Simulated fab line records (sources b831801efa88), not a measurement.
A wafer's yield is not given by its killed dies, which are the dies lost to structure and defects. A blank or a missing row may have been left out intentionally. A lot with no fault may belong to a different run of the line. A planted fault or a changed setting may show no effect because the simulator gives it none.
Chamber matching | flow sky130 | 4 sister chambers for SKY_VIA3_ETCH_14 on rie_diel-03
The step etches BARC in N2/H2, stops on SiO2, time 45.9 s, target depth 60 nm. 16 wafers are shown with their chamber, then 8 later ones without.

## WAFERS PAIRED WITH THEIR CHAMBERS
wafer  | chamber | drypump_motor_current_A (A) | throttle_valve_pct (%) | rf_fwd_power_W (W)
L615.1 | 1       | 5.4                         | 13.226                 | 495.9
L615.4 | 3       | 5.8                         | 13.225                 | 493.5
L615.5 | 0       | 5.8                         | 13.223                 | 497.7
L616.1 | 3       | 5.8                         | 13.227                 | 495.5
L616.4 | 1       | 5.5                         | 13.236                 | 498.5
L616.5 | 3       | 5.8                         | 13.222                 | 494.8
L619.1 | 3       | 5.8                         | 13.212                 | 495.3
L619.2 | 0       | 5.7                         | 13.242                 | 491.4
L619.3 | 1       | 5.5                         | 13.232                 | 495.9
L623.1 | 3       | 5.8                         | 13.219                 | 493.2
L623.3 | 0       | 5.7                         | 13.230                 | 494.6
L623.4 | 2       | 6.4                         | 13.217                 | 493.4
L629.1 | 0       | 5.7                         | 13.234                 | 493.0
L629.4 | 2       | 6.4                         | 13.220                 | 493.1
L629.6 | 3       | 5.8                         | 13.252                 | 495.1
L630.3 | 2       | 6.4                         | 13.208                 | 495.5

SIGNATURES (means of the wafers above)
reading                 | chamber 0 | chamber 1 | chamber 2 | chamber 3 | scatter within a chamber
drypump_motor_current_A | 5.725     | 5.467     | 6.400     | 5.800     | 0.0344
throttle_valve_pct      | 13.23225  | 13.23133  | 13.21500  | 13.22617  | 0.0102
rf_fwd_power_W          | 494.175   | 496.767   | 494.000   | 494.567   | 1.69
Rule: a wafer's distance from a chamber is the root of the sum, over the readings, of the square of ((its reading less the chamber's mean) divided by the reading's scatter). The wafer belongs to the nearest chamber; if the next one is less than 2 further off, it can't be placed. The scatter is the square root of a quotient: the sum, over the shown wafers, of each reading's squared deviation from its chamber's mean, divided by wafers minus chambers.

## WAFERS MISSING THEIR CHAMBER
wafer  | drypump_motor_current_A (A) | throttle_valve_pct (%) | rf_fwd_power_W (W)
L630.5 | 5.5                         | 13.215                 | 492.6
L630.6 | 6.4                         | 13.214                 | 490.7
L634.1 | 5.8                         | 13.228                 | 493.4
L634.3 | 5.8                         | 13.216                 | 494.8
L634.4 | 5.5                         | 13.218                 | 499.8
L637.4 | 5.5                         | 13.210                 | 495.5
L637.5 | 5.7                         | 13.218                 | 493.6
L637.6 | 5.5                         | 13.229                 | 494.0

## EACH ONE'S CHAMBER
wafer  | from the rows above     | in truth
L630.5 | 1                       | 1
L630.6 | 2                       | 2
L634.1 | can't be placed: 3 or 0 | 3
L634.3 | can't be placed: 3 or 0 | 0
L634.4 | 1                       | 1
L637.4 | 1                       | 1
L637.5 | can't be placed: 0 or 3 | 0
L637.6 | 1                       | 1
Placed correctly: 5 of 8. These rows do not allow placing 3 (true chamber among the candidates in 3). 0 placed wrongly.
